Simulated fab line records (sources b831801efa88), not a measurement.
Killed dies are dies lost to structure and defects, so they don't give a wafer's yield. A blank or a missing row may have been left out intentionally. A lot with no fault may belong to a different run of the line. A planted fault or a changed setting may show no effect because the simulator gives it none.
Which of the tools did it?    flow gf180mcu    6 lots with 18 wafers sampled at 2 steps, on a route of 602 steps

== WHAT THE GAUGES READ, wafer by wafer ==
GF_HV_LDD_TW_MEAS_38.
lot   measured      on             HV_LDD_3_TW
L341  day 12 06:40  film-metro-01  1436 1432 1442
L347  day 14 10:38  film-metro-03  1442 1429 1434
L350  day 15 08:43  film-metro-01  1394 1388 1402
L358  day 18 02:33  film-metro-03  1434 1446 1435
L360  day 18 11:28  film-metro-01  1441 1442 1431
L362  day 19 06:20  film-metro-01  1429 1444 1436

== TOOL THAT RAN EACH LOT (tool first, then ch and the chambers of the sampled wafers, then the start) ==
lot   GF_HV_LDD_IMPLANT_34
L341  implanter-02 ch 0, day 12 06:09
L347  implanter-01 ch 0, day 14 10:05
L350  implanter-02 ch 0, day 15 08:11
L358  implanter-01 ch 0, day 18 02:02
L360  implanter-01 ch 0, day 18 10:58
L362  implanter-02 ch 0, day 19 05:48
- GF_HV_LDD_IMPLANT_34

== THE ANSWER, worked out from the rows above alone ==
Rule: the usual values come from the lots themselves. The widest of any qualifying gaps counts: lots, ordered by their means at a reading, are off when they make up no more than a third of the lots, leave a main group of 4 or more, and stand apart from it by 3 or more times the standard deviation of that group's means. If all means in a main group match to the digits the tables above print for the reading, that group is not used. A lot without any number at a reading at which 4 lots or more have one is off too. The other lots that the step has rows for count as sound.
Off: L350, seen at GF_HV_LDD_TW_MEAS_38 (HV_LDD_3_TW). The main group has a mean of 1437 with a standard deviation of 1.2.
A tool fits if, at a process step before that reading, it ran every lot that is off, and no sound lot after the first of them. Gauges at GF_HV_LDD_TW_MEAS_38: tried the same way as those tools. No candidate that was tried fits.

== WHAT HAD BEEN PUT IN BY THE SIMULATOR ==
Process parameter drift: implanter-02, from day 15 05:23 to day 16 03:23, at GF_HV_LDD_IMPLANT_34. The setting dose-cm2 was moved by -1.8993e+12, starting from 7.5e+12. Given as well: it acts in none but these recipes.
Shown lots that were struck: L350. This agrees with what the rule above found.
